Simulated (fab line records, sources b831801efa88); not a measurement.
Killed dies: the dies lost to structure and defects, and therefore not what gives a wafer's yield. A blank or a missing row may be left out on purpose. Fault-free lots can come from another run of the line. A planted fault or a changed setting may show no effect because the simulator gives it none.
Which of the tools did it? | flow sky130 | 12 lots with 36 wafers sampled at 3 steps, on a route of 708 steps

WHAT EACH GAUGE READ, for each wafer
SKY_CAPM_THK_MEAS_01.
lot  | measured     | on            | CAPM_CVD_00_THK (nm)
L718 | day 36 03:06 | film-metro-03 | 15.40 15.56 15.45
L719 | day 36 08:55 | film-metro-03 | 15.23 15.63 15.79
L720 | day 37 01:31 | film-metro-02 | 15.62 15.84 15.80
L727 | day 39 06:19 | film-metro-02 | 15.70 15.89 15.98
L728 | day 39 08:18 | film-metro-01 | 15.60 15.70 15.83
L730 | day 39 23:46 | film-metro-01 | 15.58 15.76 15.80
L732 | day 40 11:28 | film-metro-03 | 15.49 15.64 15.93
L733 | day 40 18:37 | film-metro-03 | 15.33 15.53 15.60
L734 | day 41 04:43 | film-metro-03 | 15.59 15.73 15.75
L737 | day 41 22:29 | film-metro-01 | 15.62 15.85 15.80
L739 | day 42 11:54 | film-metro-03 | 15.71 16.02 15.95
L741 | day 42 20:52 | film-metro-01 | 15.46 15.35 15.61

SKY_VIA3_THK_MEAS_23: measures by xrf.
lot  | measured     | on            | VIA3_W_THK (nm)
L718 | day 39 10:25 | film-metro-02 | 391 396 388
L719 | day 39 16:04 | film-metro-01 | 390 390 388
L720 | day 40 07:53 | film-metro-04 | 402 400 397
L727 | day 42 10:14 | film-metro-04 | 399 402 404
L728 | day 42 12:58 | film-metro-04 | 396 406 403
L730 | day 43 03:37 | film-metro-01 | 393 387 393
L732 | day 43 14:44 | film-metro-02 | 401 399 400
L733 | day 43 21:56 | film-metro-04 | 407 405 406
L734 | day 44 07:32 | film-metro-02 | 400 393 404
L737 | day 44 23:25 | film-metro-01 | 405 402 399
L739 | day 45 11:24 | film-metro-02 | 393 396 389
L741 | day 45 19:39 | film-metro-01 | 387 392 393

WHAT TOOL EACH LOT RAN ON (gives the tool, then ch and the chambers of the sampled wafers, and finally the start)
lot  | SKY_VIA3_CMP_02
L718 | cmp-02 ch 1,2, day 38 08:01
L719 | cmp-02 ch 0,1,2, day 38 13:41
L720 | cmp-02 ch 2,3, day 39 05:35
L727 | cmp-01 ch 0,3, day 41 08:38
L728 | cmp-02 ch 0,1,3, day 41 11:35
L730 | cmp-02 ch 1,2,3, day 42 02:13
L732 | cmp-01 ch 1,2, day 42 13:49
L733 | cmp-01 ch 1,2,3, day 42 21:08
L734 | cmp-01 ch 0,1, day 43 06:45
L737 | cmp-02 ch 0,1,3, day 43 23:52
L739 | cmp-01 ch 2,3, day 44 12:15
L741 | cmp-01 ch 0,1,3, day 44 20:19
- SKY_VIA3_CMP_02: polishes SiO2.

WHAT THE TOOLS THEMSELVES READ (means of the sampled wafers that have a number; where no wafer has one, the mark that the record gives instead)
SKY_VIA3_CMP_02.
lot  | tool   | motor-current-A (A) | retaining-ring-pressure-frac
L718 | cmp-02 | 10.5                | 0.998
L719 | cmp-02 | 11.0                | 1.000
L720 | cmp-02 | 11.4                | 0.998
L727 | cmp-01 | 12.8                | 1.003
L728 | cmp-02 | 11.8                | 1.000
L730 | cmp-02 | 11.0                | 1.000
L732 | cmp-01 | 10.5                | 0.999
L733 | cmp-01 | 10.7                | 0.999
L734 | cmp-01 | 11.8                | 1.001
L737 | cmp-02 | 11.6                | 0.999
L739 | cmp-01 | 11.9                | 1.001
L741 | cmp-01 | 11.6                | 1.002

THE ANSWER, worked out from the rows above alone
Rule: the lots themselves supply what counts as usual. Put in order of their means at a reading, lots are off if they are a third of the lots or fewer, leave a main group of 4 or more, and stand apart from it by a gap of 3 or more times the standard deviation of the main group's means; of several such gaps the widest counts. Not used: any main group whose means are identical at the precision the tables above print for the reading. A lot without any number at a reading at which 4 lots or more have one is off too. Any other lot the step has rows for is counted as sound. First the gauges in route order, then the tools' own readings, where a lot's mean is used as printed above. At the first step where some lot is off, the reading lying furthest off is the one used; lots without a number count as furthest.
Across all readings shown, no lot is off: no conclusion can be drawn from this.

WHAT THE SIMULATOR PUT IN
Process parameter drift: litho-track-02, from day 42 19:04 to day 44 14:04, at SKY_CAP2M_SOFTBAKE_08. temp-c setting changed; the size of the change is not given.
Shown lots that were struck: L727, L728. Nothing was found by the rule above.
